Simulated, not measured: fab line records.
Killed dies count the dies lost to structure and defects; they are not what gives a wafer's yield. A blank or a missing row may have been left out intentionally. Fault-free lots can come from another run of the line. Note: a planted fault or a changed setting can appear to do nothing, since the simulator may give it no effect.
Chamber matching | flow sky130 | SKY_POLY_GATE_ETCH_17 on rieSi-01 has 4 sister chambers
The step etches poly-Si in HBr/Cl2, stops on SiO2, target depth 180 nm, time 70.5 s. 14 wafers are shown with their chamber, then 7 later ones without.

EACH WAFER AND ITS CHAMBER
wafer  | chamber | drypumpMotorCurrentA (A) | oesProductAu (a.u.) | throttleValvePct (%)
L928.2 | 1       | 5.5                      | 0.980               | 33.674
L928.3 | 2       | 6.4                      | 0.981               | 33.696
L928.4 | 3       | 6.8                      | 0.991               | 33.662
L927.1 | 2       | 6.4                      | 0.991               | 33.697
L927.2 | 3       | 6.8                      | 0.990               | 33.675
L927.3 | 1       | 5.4                      | 0.983               | 33.671
L938.1 | 2       | 6.4                      | 0.983               | 33.673
L938.4 | 1       | 5.4                      | 0.990               | 33.682
L938.5 | 2       | 6.3                      | 0.985               | 33.689
L941.1 | 0       | 5.0                      | 0.988               | 33.693
L941.2 | 3       | 6.8                      | 0.999               | 33.688
L941.5 | 1       | 5.4                      | 0.994               | 33.680
L940.1 | 2       | 6.3                      | 0.977               | 33.669
L940.3 | 0       | 5.0                      | 0.985               | 33.678

SIGNATURES (means of the wafers above)
reading              | chamber 0 | chamber 1 | chamber 2 | chamber 3 | scatter within a chamber
drypumpMotorCurrentA | 5.000     | 5.425     | 6.360     | 6.800     | 0.0442
oesProductAu         | 0.98650   | 0.98675   | 0.98340   | 0.99333   | 0.00532
throttleValvePct     | 33.68550  | 33.67675  | 33.68480  | 33.67500  | 0.011
Rule: for a wafer and a chamber, the distance is found by dividing, reading by reading, the gap between the wafer's reading and the chamber's mean by the reading's scatter, squaring, summing and taking the root. If the next closest chamber is less than 2 further off than the closest, the wafer can't be placed; otherwise it belongs to the closest. The scatter: take each reading less its chamber's mean, square it, sum over the shown wafers, divide by the number of wafers less the number of chambers, and take the root.

WAFERS MISSING THEIR CHAMBER
wafer  | drypumpMotorCurrentA (A) | oesProductAu (a.u.) | throttleValvePct (%)
L940.5 | 5.0                      | 0.964               | 33.694
L946.2 | 6.4                      | 0.979               | 33.694
L946.4 | 6.3                      | 0.980               | 33.686
L946.5 | 5.5                      | 0.991               | 33.668
L948.3 | 5.0                      | 0.982               | 33.665
L948.5 | 6.3                      | 0.981               | 33.693
L948.6 | 5.0                      | 0.975               | 33.689

THE CHAMBER EACH PASSED THROUGH
wafer  | from the rows above | in truth
L940.5 | 0                   | 0
L946.2 | 2                   | 2
L946.4 | 2                   | 2
L946.5 | 1                   | 1
L948.3 | 0                   | 0
L948.5 | 2                   | 2
L948.6 | 0                   | 0
Placed correctly: 7 of 7. Can't be placed from these rows: 0. 0 placed wrongly.
